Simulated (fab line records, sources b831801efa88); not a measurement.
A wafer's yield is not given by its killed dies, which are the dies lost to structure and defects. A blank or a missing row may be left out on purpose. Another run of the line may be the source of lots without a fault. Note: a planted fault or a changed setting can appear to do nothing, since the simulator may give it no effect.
A lot that was struck, set against a sound lot / flow sfq_line / 29 out of 325 route steps
Sound: these wafers, L568.1, L568.4, L568.6. Struck: wafers L573.3, L573.4, L573.6. At the end, the cause is stated.
Each step with rows lists, per side, the tool, then ch with its chambers, then its first start. Under that, the readings that differ: sound wafers / struck wafers / difference of the means / sigmas: that difference in standard deviations of wafers without a fault.
alike: a reading whose means differ by less than 2 such deviations, as well as words and numbers matching on both sides. not compared: withheld readings; readings where some wafer has no value; bounds like >300 that might hide an equal value; numbers whose values overlap and for which the record gives no deviation.
The two part at a step that has a row with sigmas, a row that says differs or no value, or rows on one side only. Non-overlapping numbers with no deviation appear without sigmas and do not part them. A reading missing from all wafers of one side parts the sides only when that side holds two or more wafers.

SFQ_TRILAYER_L0_BARC_OPEN_METAL_ETCH_010: etches BARC in O2, target depth 125 nm, time 40.12 s.
  sound on rie_metal-02 ch 0, day 6 17:14; struck on rie_metal-04 ch 0,1, day 8 01:43
  alike: bias_w, chamber_pressure_mTorr, drypump_motor_current_A, oes_product_au
  not compared: rf_hours_counter_h
SFQ_TRILAYER_L0_ETCH_METAL_ETCH_008: etches MoNx KI in SF6/O2, stops on SiO2, target depth 50 nm, time 25 s.
  sound on rie_metal-02 ch 0, day 6 17:18; struck on rie_metal-04 ch 0,1, day 8 01:46
reading=oes_product_au (a.u.); sound=0.890 0.882 0.884; struck=0.868 0.875 0.868; difference=-0.015; sigmas=-2
  alike: bias_w, chamber_pressure_mTorr, drypump_motor_current_A
  not compared: rf_hours_counter_h
then, 2 steps without rows for these wafers: SFQ_TRILAYER_L0_STRIP_STRIP_009 (strips in O2); SFQ_TRILAYER_L0_STRIP_SOLV_CLEAN_010 (cleans in NMP, time 600 s).
SFQ_TRILAYER_L0_CAP_PECVD_011: deposits SiO2 from SiH4/N2O, time 13.333 s, target thk 60 nm.
  sound on pecvd-04 ch 1,2, day 6 18:07; struck on pecvd-01 ch 1,2, day 8 02:34
  alike: chamber_pressure_Torr, heater_power_w, throttle_valve_pct
then, 6 steps without rows for these wafers: SFQ_TRILAYER_L0_VIA_LITHO_COAT_018 (resist thk 62 nm); SFQ_TRILAYER_L0_VIA_LITHO_COAT_013 (resist thk 650 nm); SFQ_TRILAYER_L0_VIA_LITHO_SOFTBAKE_017; SFQ_TRILAYER_L0_VIA_LITHO_EXPOSE_014 (exposes mask L0V, target cd 700 nm); SFQ_TRILAYER_L0_VIA_LITHO_PEB_016 (peb time 60 s); SFQ_TRILAYER_L0_VIA_LITHO_DEVELOP_015 (time 60 s).
-- the record jumps here: 4 days lie between the struck wafers' starts before and after --
SFQ_L0V_OVL_MEAS_903:
  struck on overlay-02, day 12 14:34; sound on overlay-02, day 11 00:02
  alike: L0V_OVL
SFQ_TRILAYER_L0_VIA_BARC_OPEN_VIA_ETCH_021: etches BARC in O2, target depth 125 nm, time 41.7 s.
  sound on rie_diel-03 ch 0,2,3, day 11 00:04; struck on rie_diel-03 ch 0,2,3, day 12 14:36
  no value came back on the struck wafers for bias_w (W), chamber_pressure_mTorr (mTorr), drypump_motor_current_A (A), oes_product_au (a.u.); on the sound wafers bias_w (W) reads 80.18 80.01 80.11
reading=model.KrF_of_TRILAYER_L0_VIA_LITHO_COAT_013.thk_nm (nm); sound=575.3 573.3 572.3; struck=625.6 625.4 625.5; difference=+51.9; sigmas=
  not compared: rf_hours_counter_h
SFQ_TRILAYER_L0_VIA_ETCH_VIA_ETCH_016: etches SiO2 in CHF3, stops on MoNx KI, target depth 80 nm.
  sound on rie_diel-03 ch 0,2,3, day 11 00:07; struck on rie_diel-03 ch 0,2,3, day 12 14:38
reading=oes_product_au (a.u.); sound=0.839 0.857 0.845; struck=0.379 0.374 0.377; difference=-0.470; sigmas=-58
reading=model.KrF_of_TRILAYER_L0_VIA_LITHO_COAT_013.thk_nm (nm); sound=561.6 559.5 558.6; struck=611.9 611.6 611.9; difference=+51.9; sigmas=
  alike: bias_w, chamber_pressure_mTorr, drypump_motor_current_A
then, 3 steps without rows for these wafers: SFQ_TRILAYER_L0_VIA_STRIP_STRIP_017 (strips in O2); SFQ_TRILAYER_L0_VIA_STRIP_SOLV_CLEAN_018 (cleans in NMP, time 600 s); SFQ_TRILAYER_M0_DEP_PRE_CLEAN_020 (time 15 s).
SFQ_TRILAYER_M0_DEP_SPUTTER_019: material Nb, target thk 200 nm, time 133.3 s.
  struck on pvd_sputter-04, day 12 15:29; sound on pvd_sputter-04, day 11 01:08
  alike: substrate_temp_c, throttle_valve_pct
SFQ_M0_RS_MEAS_904: measures by four-point-probe.
  struck on film_metro-01, day 12 15:37; sound on film_metro-01, day 11 01:14
  alike: M0_NB_RS
then, 3 steps without rows for these wafers: SFQ_TRILAYER_M0_LITHO_COAT_026 (resist thk 62 nm); SFQ_TRILAYER_M0_LITHO_COAT_021 (resist thk 600 nm); SFQ_TRILAYER_M0_LITHO_SOFTBAKE_025.
-- the record jumps here: 5 days lie between the struck wafers' starts before and after --
SFQ_TRILAYER_M0_LITHO_EXPOSE_022: exposes mask M0, target cd 500 nm.
  struck on krf_scanner-02, day 17 16:55; sound on krf_scanner-02 ch 0, day 15 03:35
  no value came back on the struck wafers for exposure_dose_mJ_cm2, focus_offset_nm (nm); on the sound wafers exposure_dose_mJ_cm2 reads 14.421 14.393 14.393
  alike: mask
then, 2 steps without rows for these wafers: SFQ_TRILAYER_M0_LITHO_PEB_024 (peb time 60 s); SFQ_TRILAYER_M0_LITHO_DEVELOP_023 (time 60 s).
SFQ_M0_OVL_MEAS_906:
  struck on overlay-02, day 17 18:02; sound on overlay-02, day 15 05:05
reading=M0_OVL (nm); sound=5 0 -3; struck=- - -; difference=no value on the struck wafers; sigmas=
SFQ_TRILAYER_M0_BARC_OPEN_METAL_ETCH_031: etches BARC in O2, target depth 125 nm, time 41.7 s.
  sound on rie_metal-03 ch 0,1, day 15 05:07; struck on rie_metal-04 ch 0,1, day 17 18:05
  alike: bias_w, chamber_pressure_mTorr, drypump_motor_current_A, oes_product_au
  not compared: rf_hours_counter_h
SFQ_TRILAYER_M0_ETCH_METAL_ETCH_024: etches Nb in Cl2/Ar, stops on SiO2, target depth 240 nm, time 120 s.
  sound on rie_metal-03 ch 0,1, day 15 05:11; struck on rie_metal-04 ch 0,1, day 17 18:10
  alike: bias_w, chamber_pressure_mTorr, drypump_motor_current_A, oes_product_au
  not compared: rf_hours_counter_h, model.M0.cd_nm
then, 1 step without rows for these wafers: SFQ_TRILAYER_M0_STRIP_STRIP_025 (strips in O2).

== WHERE THEY PART ==
At SFQ_TRILAYER_L0_ETCH_METAL_ETCH_008 first; at SFQ_M0_OVL_MEAS_906 last (within this record only). Later steps at which nothing parts them and some readings are alike: SFQ_TRILAYER_M0_BARC_OPEN_METAL_ETCH_031, SFQ_TRILAYER_M0_ETCH_METAL_ETCH_024.

WHY: what the simulator had put in
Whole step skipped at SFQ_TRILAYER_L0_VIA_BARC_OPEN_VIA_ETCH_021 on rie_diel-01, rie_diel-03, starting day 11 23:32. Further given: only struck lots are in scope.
